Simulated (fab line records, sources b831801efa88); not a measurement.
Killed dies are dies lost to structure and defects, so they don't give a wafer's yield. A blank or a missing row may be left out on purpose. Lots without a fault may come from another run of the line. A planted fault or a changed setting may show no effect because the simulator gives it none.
Which tool did it? | flow gf180mcu | 6 lots, 18 wafers sampled, at 4 steps of a route of 602

WHAT THE GAUGES READ, wafer by wafer
GF_V4_THK_MEAS_03.
lot  | measured     | on            | V4_CVD_02_THK (nm)
L142 | day 24 02:34 | film_metro-01 | 818 835 850
L141 | day 24 06:38 | film_metro-01 | 855 860 854
L146 | day 24 11:21 | film_metro-02 | 842 854 843
L153 | day 26 15:14 | film_metro-01 | 854 803 808
L159 | day 28 23:21 | film_metro-02 | 835 850 857
L164 | day 30 08:37 | film_metro-03 | 847 857 855

WHICH TOOL RAN EACH LOT (tool, then ch and the chambers of the sampled wafers, then the start)
lot  | GF_V3_CVD_02                    | GF_M4_SPUTTER_01             | GF_V4_CVD_02
L142 | pecvd-04 ch 0,2, day 22 03:05   | pvd_sputter-03, day 23 03:20 | pecvd-01 ch 0,1,2, day 24 02:29
L141 | pecvd-04 ch 1,2, day 22 06:05   | pvd_sputter-04, day 23 07:11 | pecvd-04 ch 1,2, day 24 06:34
L146 | pecvd-03 ch 0,2, day 22 11:08   | pvd_sputter-04, day 23 11:48 | pecvd-02 ch 1,2, day 24 11:16
L153 | pecvd-03 ch 0,1,2, day 24 16:31 | pvd_sputter-04, day 25 16:57 | pecvd-02 ch 0,1,2, day 26 15:11
L159 | pecvd-02 ch 0,1,2, day 27 00:49 | pvd_sputter-04, day 28 01:29 | pecvd-01 ch 0,2, day 28 23:17
L164 | pecvd-02 ch 0,1, day 28 12:18   | pvd_sputter-03, day 29 11:59 | pecvd-01 ch 1,2, day 30 08:32
- GF_V3_CVD_02: deposits SiO2 from TEOS, target thk 850 nm, time 94.851 s.
- GF_M4_SPUTTER_01: material TiN, target thk 30 nm, time 25 s.
- GF_V4_CVD_02: deposits SiO2 from TEOS, target thk 850 nm, time 94.851 s.

THE ANSWER, worked out from the rows above alone
Rule: what is usual is taken from the lots themselves. Put in order of their means at a reading, lots are off if they are a third of the lots or fewer, leave a main group of 4 or more, and stand apart from it by a gap of 3 or more times the standard deviation of the main group's means; of several such gaps the widest counts. A main group whose means are all the same, to the digits that the tables above print for the reading, isn't used. A lot without any number at a reading at which 4 lots or more have one is off too. The other lots that the step has rows for count as sound.
No lot is off at any reading shown: from this, nothing can be told.

WHAT THE SIMULATOR HAD PUT IN
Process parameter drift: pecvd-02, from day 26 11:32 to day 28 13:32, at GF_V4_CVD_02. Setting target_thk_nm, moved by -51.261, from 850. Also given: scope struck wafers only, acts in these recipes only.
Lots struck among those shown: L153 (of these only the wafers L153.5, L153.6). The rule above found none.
